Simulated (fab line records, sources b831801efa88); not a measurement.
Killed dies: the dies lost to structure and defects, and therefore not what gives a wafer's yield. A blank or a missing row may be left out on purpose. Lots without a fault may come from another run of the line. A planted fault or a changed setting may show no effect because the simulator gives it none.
Which tool was responsible? -- flow gf180mcu -- 36 wafers from 12 lots sampled at 4 of the route's 602 steps

## WHAT EACH GAUGE READ, for each wafer
GF_HV_LDD_TW_MEAS_23. Usual: HV_LDD_2_TW typically reads 1052, with standard deviation 7.6.
lot,measured,on,HV_LDD_2_TW,flag
L566,day 10 18:51,film-metro-01,1043 1049 1049,
L567,day 11 03:32,film-metro-01,1044 1042 1042,
L571,day 12 08:01,film-metro-01,1052 1056 1056,
L572,day 12 21:19,film-metro-01,1049 1051 1055,
L573,day 13 10:04,film-metro-01,1047 1047 1049,
L574,day 13 12:35,film-metro-03,1104 1098 1093,OFF
L577,day 14 05:53,film-metro-01,1085 1084 1075,OFF
L581,day 15 15:47,film-metro-01,1046 1048 1045,
L582,day 15 19:41,film-metro-03,1066 1065 1061,
L585,day 16 22:23,film-metro-03,1063 1051 1056,
L587,day 17 13:45,film-metro-01,1050 1063 1051,
L588,day 17 21:57,film-metro-01,1062 1056 1062,

GF_HV_LDD_TW_MEAS_38. Usual: HV_LDD_3_TW typically reads 1440, with standard deviation 10.
lot,measured,on,HV_LDD_3_TW,flag
L566,day 11 14:20,film-metro-03,1448 1451 1449,
L567,day 11 23:01,film-metro-01,1422 1423 1423,
L571,day 13 04:48,film-metro-03,1447 1447 1450,
L572,day 13 18:09,film-metro-03,1453 1442 1451,
L573,day 14 08:01,film-metro-01,1426 1428 1425,
L574,day 14 10:20,film-metro-01,1433 1431 1428,
L577,day 15 03:56,film-metro-03,1453 1454 1455,
L581,day 16 13:47,film-metro-01,1440 1443 1439,
L582,day 16 18:13,film-metro-03,1442 1440 1446,
L585,day 17 21:29,film-metro-01,1440 1443 1441,
L587,day 18 12:34,film-metro-01,1436 1437 1434,
L588,day 18 22:36,film-metro-01,1437 1440 1441,

GF_NSD_CD_MEAS_07 targets a cd of 400 nm. Usual: cd-nm reads 399.9 nm (standard deviation 1.7).
lot,measured,on,cd-nm (nm),flag
L566,day 13 12:25,cd-sem-01,401.1 399.7 399.8,
L567,day 13 18:32,cd-sem-02,399.9 401.0 401.0,
L571,day 15 01:28,cd-sem-02,400.5 400.5 402.9,
L572,day 15 16:52,cd-sem-01,394.3 396.3 396.9,
L573,day 16 05:15,cd-sem-02,402.2 402.7 400.6,
L574,day 16 09:02,cd-sem-02,401.7 401.7 400.5,
L577,day 17 02:20,cd-sem-01,400.0 400.0 399.8,
L581,day 18 16:38,cd-sem-01,400.1 400.5 400.9,
L582,day 18 20:10,cd-sem-01,398.2 399.2 401.1,
L585,day 20 00:07,cd-sem-01,400.5 400.1 400.8,
L587,day 20 15:49,cd-sem-01,399.5 399.5 399.1,
L588,day 21 02:59,cd-sem-02,400.0 401.1 402.4,

## WHICH TOOL RAN EACH LOT (tool, then ch and the chambers of the sampled wafers, then the start)
lot,GF_HV_LDD_IMPLANT_21
L566,"implanter-04 ch 0, day 10 18:36"
L567,"implanter-04 ch 0, day 11 03:17"
L571,"implanter-04 ch 0, day 12 07:46"
L572,"implanter-04 ch 0, day 12 21:04"
L573,"implanter-01 ch 0, day 13 09:49"
L574,"implanter-04 ch 0, day 13 12:22"
L577,"implanter-04 ch 0, day 14 05:39"
L581,"implanter-03 ch 0, day 15 15:34"
L582,"implanter-01 ch 0, day 15 19:27"
L585,"implanter-04 ch 0, day 16 22:08"
L587,"implanter-04 ch 0, day 17 13:30"
L588,"implanter-03 ch 0, day 17 21:44"
- GF_HV_LDD_IMPLANT_21

## WHAT THE TOOLS THEMSELVES READ (means of the sampled wafers that have a number; where no wafer has one, the mark that the record gives instead)
GF_HV_LDD_IMPLANT_21. Usual: beam-energy-keV 24.999, standard deviation 0.0086; beam-on-s 10.02 s, standard deviation 0.2; dose-ions-cm2 5e+13, standard deviation 5.7e+10; end-station-pressure-torr 5.23e-06 Torr, standard deviation 2.6e-07; faraday-current-uA 281, standard deviation 5.8.
lot,tool,beam-energy-keV,beam-on-s (s),dose-ions-cm2,end-station-pressure-torr (Torr),faraday-current-uA,flag
L566,implanter-04,24.998,10.06,5e+13,5.42e-06,279,
L567,implanter-04,24.995,10.04,5e+13,5.30e-06,281,
L571,implanter-04,25.006,9.88,5e+13,5.44e-06,285,
L572,implanter-04,25.012,9.90,5e+13,5.23e-06,284,
L573,implanter-01,25.000,9.88,5e+13,5.20e-06,286,
L574,implanter-04,24.991,11.33,5e+13,5.17e-05,251,OFF
L577,implanter-04,24.987,11.19,5e+13,5.04e-05,254,OFF
L581,implanter-03,24.998,9.91,5e+13,5.21e-06,285,
L582,implanter-01,25.010,9.98,5e+13,5.30e-06,283,
L585,implanter-04,24.988,10.13,5e+13,5.56e-06,278,
L587,implanter-04,24.994,9.89,5e+13,5.31e-06,286,
L588,implanter-03,25.002,9.89,5e+13,5.07e-06,284,

## THE ANSWER, worked out from the rows above alone
Rule: a lot is off if the mean of its wafers that have a number lies more than 3 standard deviations from the usual mean. A lot without any number at a reading at which 4 lots or more have one is off too. All remaining lots with rows at the step are treated as sound. First the gauges in route order, then the tools' own readings, where a lot's mean is used as printed above. The first step at which some lot is off is used, and at that step the reading that is off furthest; a lot without a number counts as furthest.
Off: L574, L577, seen at GF_HV_LDD_TW_MEAS_23 (HV_LDD_2_TW).
If a tool, at a process step before that reading, ran all the lots that are off and no sound lot after the first of them, it fits. Not tried: the gauges at GF_HV_LDD_TW_MEAS_23; whatever is off there is also off at GF_HV_LDD_IMPLANT_21, on other tools, and gauge error can't account for it. None of those tried fits.

## WHAT THE SIMULATOR HAD PUT IN
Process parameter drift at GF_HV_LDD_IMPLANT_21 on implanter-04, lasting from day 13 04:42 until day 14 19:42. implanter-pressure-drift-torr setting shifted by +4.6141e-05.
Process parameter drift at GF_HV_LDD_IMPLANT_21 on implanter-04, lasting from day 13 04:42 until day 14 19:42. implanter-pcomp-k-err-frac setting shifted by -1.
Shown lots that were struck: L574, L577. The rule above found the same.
